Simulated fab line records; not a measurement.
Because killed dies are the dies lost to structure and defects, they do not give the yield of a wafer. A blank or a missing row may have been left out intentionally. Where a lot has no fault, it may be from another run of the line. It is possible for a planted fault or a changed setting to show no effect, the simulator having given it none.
One fault seen from 2 desks -- flow sky130 -- what lay behind the numbers comes last; until then each desk has only its own

== AT THE METROLOGY DESK ==
Means of the sampled wafers that have a number, per lot and without regard to the tool the lot ran on: this is what the gauges read. The brackets show how far a lot's mean lies from the usual mean; more than 4 standard deviations puts the lot out of limits, marked OUT.
Columns: A = SPACER_CVD_00_THK at SKY_SPACER_THK_MEAS_01, usual 43.1 nm; B = SD_N_OVL at SKY_SD_N_OVL_MEAS_08, usual -0.6 nm; C = SD_N_RS at SKY_SD_N_RS_MEAS_16, usual 68.47 ohm/sq; D = LI_CONTACT_BOW at SKY_LI_CONTACT_BOW_MEAS_03, usual 56 um
lot,first seen here,A,B,C,D
L306,day 22 21:32,42.6,1.3,68.61,63
L309,day 23 23:57,42.8,-1.9,68.51,49
L310,day 24 02:28,42.9,-2.3,68.52,52
L311,day 25 04:50,42.9,1.2,68.57,62
L312,day 25 13:54,43.4,0.1,68.45,50
L313,day 25 19:24,43.1,2.5,68.39,60
L314,day 26 04:03,42.7,-1.4,68.52,48
L317,day 27 04:32,43.2,2.4,68.40,61
L318,day 27 14:34,43.7,1.0,69.59 (+8.6) OUT,60
L320,day 28 03:44,43.3,0.0,69.77 (+10) OUT,56
L322,day 28 18:04,43.2,-2.0,68.57,54
L326,day 30 06:34,43.1,-1.4,68.45,60
L327,day 30 08:47,42.5,-2.3,68.37,56
This desk finds L318, L320 out of limits, with the earliest case on L318 at day 32 07:01 (SD_N_RS at SKY_SD_N_RS_MEAS_16). L306, L309, L310, L311, L312, L313, L314, L317, L322, L326, L327: within limits.

== TOOL OWNER'S DESK, implanter-03 ==
The tool's own readings at SKY_SD_N_IMPLANT_10, given as means over the sampled wafers that have a number, one for each lot that went through this tool. The brackets show how far a lot's mean lies from the usual mean; more than 4 standard deviations puts the lot out of limits, marked OUT.
Columns: A = dose_ions_cm2 at SKY_SD_N_IMPLANT_10, usual 9.997e+13; B = faraday_current_uA at SKY_SD_N_IMPLANT_10, usual 525
lot,first seen here,A,B
L306,day 27 19:40,9.995e+13,484
L313,day 30 13:32,1.000e+14,491
L317,day 31 21:01,9.993e+13,496
L318,day 32 06:29,4.900e+13 (-99 or more) OUT,278 (-7.3) OUT
L320,day 32 18:37,4.873e+13 (-99 or more) OUT,278 (-7.3) OUT
This desk finds L318, L320 out of limits, L318 being first, at day 32 06:29 (dose_ions_cm2 at SKY_SD_N_IMPLANT_10). L306, L313, L317: within limits.

== BROUGHT TOGETHER ==
The tool owner's desk could have raised an alarm at day 32 06:29, on L318, L320.
The metrology desk could have raised an alarm at day 32 07:01, on L318, L320.
Of the lots named, all ran SKY_SD_N_IMPLANT_10 on implanter-03.

== WHAT WAS PUT IN BY THE SIMULATOR ==
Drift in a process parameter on implanter-03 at SKY_SD_N_IMPLANT_10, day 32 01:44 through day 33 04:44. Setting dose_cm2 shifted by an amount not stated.
Lots struck among those shown: L318, L320.
Counting hours from when the fault started, the first reading out of limits came at 5 for the tool owner's desk and at 5 for the metrology desk.
